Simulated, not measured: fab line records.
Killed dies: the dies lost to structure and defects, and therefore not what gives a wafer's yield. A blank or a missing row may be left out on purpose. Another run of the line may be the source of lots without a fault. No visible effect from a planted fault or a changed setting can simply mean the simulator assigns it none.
A lot that was struck, set against a sound lot :: flow sky130 :: 15 steps out of a route of 708
Sound: the wafers L772.1, L772.5, L772.6. Wafers struck: L782.4, L782.5, L782.6. The cause comes at the end.
Each step with rows lists, per side, the tool, then ch with its chambers, then its first start. Under that, the readings that differ: sound wafers :: struck wafers :: difference of the means :: sigmas: that difference in standard deviations of wafers without a fault.
alike: words and numbers the same on both sides, and readings whose means are apart by under 2 such deviations; not compared: readings that were withheld, readings missing a value for some wafer, numbers with overlapping values and no deviation given by the record, and bounds like >300 which may hide the same value.
The two part at a step that has a row with sigmas, a row that says differs or no value, or rows on one side only. When numbers do not overlap yet have no deviation, they are printed without sigmas and do not part them. A reading missing from all wafers of one side parts the sides only when that side holds two or more wafers.

SKY_VIA1_OVL_MEAS_13:
  sound on overlay-01 at day 36 05:36; struck on overlay-02 at day 39 05:46
  alike: VIA1_OVL
SKY_VIA1_ETCH_14: etches BARC in N2/H2, stops on SiO2, time 45.9 s, target depth 60 nm.
  sound on rie_diel-04 ch 2,3, day 36 05:38; struck on rie_diel-01 ch 0,1,2, day 39 05:49
  alike: drypump_motor_current_A, oes_product_au, throttle_valve_pct
  not compared: rf_hours_counter_h
SKY_VIA1_ETCH_15: etches SiO2 in C4F8/O2/Ar, stops on TiN, target depth 351 nm, time 54 s.
  sound on rie_diel-04 ch 2,3, day 36 05:41; struck on rie_diel-01 ch 0,1,2, day 39 05:51
  alike: oes_product_au
  not compared: rf_hours_counter_h
then, 5 steps without rows for these wafers: SKY_VIA1_STRIP_16 (strips in O2/N2); SKY_VIA1_STRIP_17 (strips in post etch residue remover, time 1200 s); SKY_VIA1_CLEAN_18 (cleans in IPA, time 180 s); SKY_VIA1_CLEAN_19 (cleans in O3/DIW); SKY_VIA1_SPUTTER_20 (material TiN, target thk 20 nm, time 80 s).
SKY_VIA1_CVD_21: deposits W, target thk 270 nm, time 80.902 s.
  sound on cvd_w-01 ch 0,1, day 36 06:43; struck on cvd_w-02 ch 0,1, day 39 06:39
  alike: heater_power_w
SKY_VIA1_RS_MEAS_22: measurement is done with a four-point probe.
  sound on film_metro-04 at day 36 06:49; struck on film_metro-01 at day 39 06:46
  alike: VIA1_W_RS
SKY_VIA1_THK_MEAS_23: measures by xrf.
  sound on film_metro-04 at day 36 06:56; struck on film_metro-01 at day 39 06:52
  alike: VIA1_W_THK
SKY_VIA1_CMP_24: polishes, stops on SiO2, t overpolish 15 s, target thk 0 nm.
  sound on cmp-02 ch 0,1,2, day 36 07:06; struck on cmp-01 ch 1,2, day 39 07:32
  alike: head_pressure_psi, motor_current_A, overpolish_run_s, time_to_endpoint_s
SKY_METAL2_SPUTTER_00: material Ti, target thk 15 nm, time 10 s.
  sound on pvd_sputter-01 at day 36 07:18; struck on pvd_sputter-01 at day 39 07:48
reading: model.Ti_of_METAL2_SPUTTER_00.thk_nm (nm)
sound: 15.03 15.03 15.09
struck: 14.37 14.44 14.36
difference: -0.66
sigmas: 
  alike: throttle_valve_pct
SKY_METAL2_SPUTTER_01: material TiN, target thk 20 nm, time 16.7 s.
  sound on pvd_sputter-01 at day 36 07:19; struck on pvd_sputter-01 at day 39 07:50
  alike: throttle_valve_pct
SKY_PAD_OPEN_PROBE_99:
  the record holds rows for the sound wafers here (prober-01, day 47 12:51) but none for the struck ones

## WHERE THEY PART
Only at SKY_PAD_OPEN_PROBE_99, within this record.

WHY: what had been put in by the simulator
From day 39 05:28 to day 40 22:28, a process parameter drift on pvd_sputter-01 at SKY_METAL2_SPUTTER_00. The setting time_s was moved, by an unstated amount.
